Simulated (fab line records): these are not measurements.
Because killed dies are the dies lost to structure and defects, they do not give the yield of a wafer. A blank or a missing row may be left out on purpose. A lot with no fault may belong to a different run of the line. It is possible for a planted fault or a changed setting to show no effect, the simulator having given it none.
Matching of chambers    flow sky130    4 sister chambers for SKY_VIA2_CMP_02 on cmp-01
The step polishes SiO2. 24 wafers are shown with their chamber, then 12 later ones without.

== WAFERS WITH THEIR CHAMBER ==
wafer   chamber  motor current A (A)  platen rpm (rpm)
L074.1  3        13.6                 59.99
L074.4  0        12.2                 60.05
L074.6  3        13.4                 60.01
L076.1  0        11.2                 59.93
L076.2  1        11.4                 60.06
L076.4  2        15.0                 60.02
L077.4  1        11.1                 60.02
L077.5  3        13.0                 59.97
L077.6  2        14.7                 59.97
L079.1  3        13.3                 60.04
L079.2  1        11.0                 60.02
L079.6  0        11.3                 59.99
L084.1  0        12.2                 59.95
L084.2  1        11.3                 59.93
L084.4  2        16.2                 59.95
L088.2  1        10.9                 59.99
L088.3  0        11.1                 59.95
L088.4  3        13.0                 59.99
L092.1  2        14.8                 60.04
L092.3  0        12.4                 59.95
L092.6  2        15.5                 60.00
L093.1  1        11.2                 60.08
L093.4  0        12.2                 59.95
L093.5  1        11.5                 60.06

SIGNATURES (means of the wafers above)
reading          chamber 0  chamber 1  chamber 2  chamber 3  scatter within a chamber
motor current A  11.800     11.200     15.240     13.260     0.449
platen rpm       59.9671    60.0229    59.9960    60.0000    0.0411
Rule: a wafer lies at a distance from a chamber equal to the root of the sum of squares, over the readings, of (its reading less the chamber's mean, divided by the reading's scatter). If the next closest chamber is less than 2 further off than the closest, the wafer can't be placed; otherwise it belongs to the closest. The scatter: the root of (the sum of the squares of (reading less its chamber's mean) over the shown wafers, divided by (wafers less chambers)).

== WAFERS MISSING THEIR CHAMBER ==
wafer   motor current A (A)  platen rpm (rpm)
L094.1  12.1                 60.02
L094.2  11.4                 60.03
L094.3  14.1                 60.02
L095.2  14.0                 60.10
L095.3  11.4                 60.01
L095.4  13.5                 59.98
L096.1  15.0                 60.09
L096.5  11.4                 60.02
L096.6  11.8                 59.98
L097.1  11.6                 59.96
L097.4  10.9                 60.08
L097.6  13.4                 59.97

== WHICH CHAMBER EACH ONE RAN IN ==
wafer   from the rows above           in truth
L094.1  can't be placed: 0 or 1 or 3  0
L094.2  can't be placed: 1 or 0       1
L094.3  can't be placed: 3 or 2       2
L095.2  can't be placed: 3 or 2       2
L095.3  can't be placed: 1 or 0       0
L095.4  3                             3
L096.1  2                             2
L096.5  can't be placed: 1 or 0       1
L096.6  can't be placed: 0 or 1       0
L097.1  can't be placed: 0 or 1       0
L097.4  can't be placed: 1 or 0       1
L097.6  3                             3
3 of 12 placed correctly. Cannot be placed on the basis of these rows: 9; the candidates contain the true chamber in 9. 0 placed wrongly.
